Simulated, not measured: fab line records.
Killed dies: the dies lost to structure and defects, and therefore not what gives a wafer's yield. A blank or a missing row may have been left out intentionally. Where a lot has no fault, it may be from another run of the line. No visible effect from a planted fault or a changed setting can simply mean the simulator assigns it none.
Chamber matching + flow sky130 + rie-diel-01 running SKY_VIA3_ETCH_14: 4 sister chambers
The step etches BARC in N2/H2, stops on SiO2, time 45.9 s, target depth 60 nm. 4 wafers are shown with their chamber, then 8 later ones without.

WAFERS PAIRED WITH THEIR CHAMBERS
| wafer  | chamber | throttle-valve-pct (%) |
|--------|---------|------------------------|
| L086.4 | 3       | 13.216                 |
| L089.4 | 2       | 13.210                 |
| L089.6 | 0       | 13.214                 |
| L091.2 | 1       | 13.238                 |

WAFERS WHOSE CHAMBER IS MISSING
| wafer  | throttle-valve-pct (%) |
|--------|------------------------|
| L091.3 | 13.243                 |
| L091.5 | 13.246                 |
| L094.2 | 13.232                 |
| L094.3 | 13.213                 |
| L094.6 | 13.222                 |
| L095.1 | 13.239                 |
| L095.4 | 13.222                 |
| L095.5 | 13.214                 |

THE CHAMBER EACH PASSED THROUGH
| wafer  | from the rows above          | in truth                   |
|--------|------------------------------|----------------------------|
| L091.3 | 1                            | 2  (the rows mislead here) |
| L091.5 | 1                            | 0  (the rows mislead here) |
| L094.2 | 1                            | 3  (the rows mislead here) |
| L094.3 | can't be placed: 0 or 2 or 3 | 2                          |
| L094.6 | can't be placed: 3 or 0 or 2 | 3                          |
| L095.1 | 1                            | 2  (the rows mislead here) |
| L095.4 | can't be placed: 3 or 0 or 2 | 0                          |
| L095.5 | can't be placed: 0 or 3 or 2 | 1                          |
Correctly placed: 0 of 8. Unplaceable from these rows: 4, with the true chamber sitting among the candidates in 3. Number placed wrongly: 4.
How it was worked out, from the rows above alone: a wafer's distance from a chamber is the root of the sum, over the readings, of the square of ((its reading less the chamber's mean) divided by the reading's scatter). The wafer belongs to the nearest chamber; if the next one is less than 2 further off, it can't be placed. The mean given for a chamber averages the wafers shown for that chamber. The scatter: root of mean squared gap, hidden wafer to nearest shown wafer, with one shown wafer a chamber.
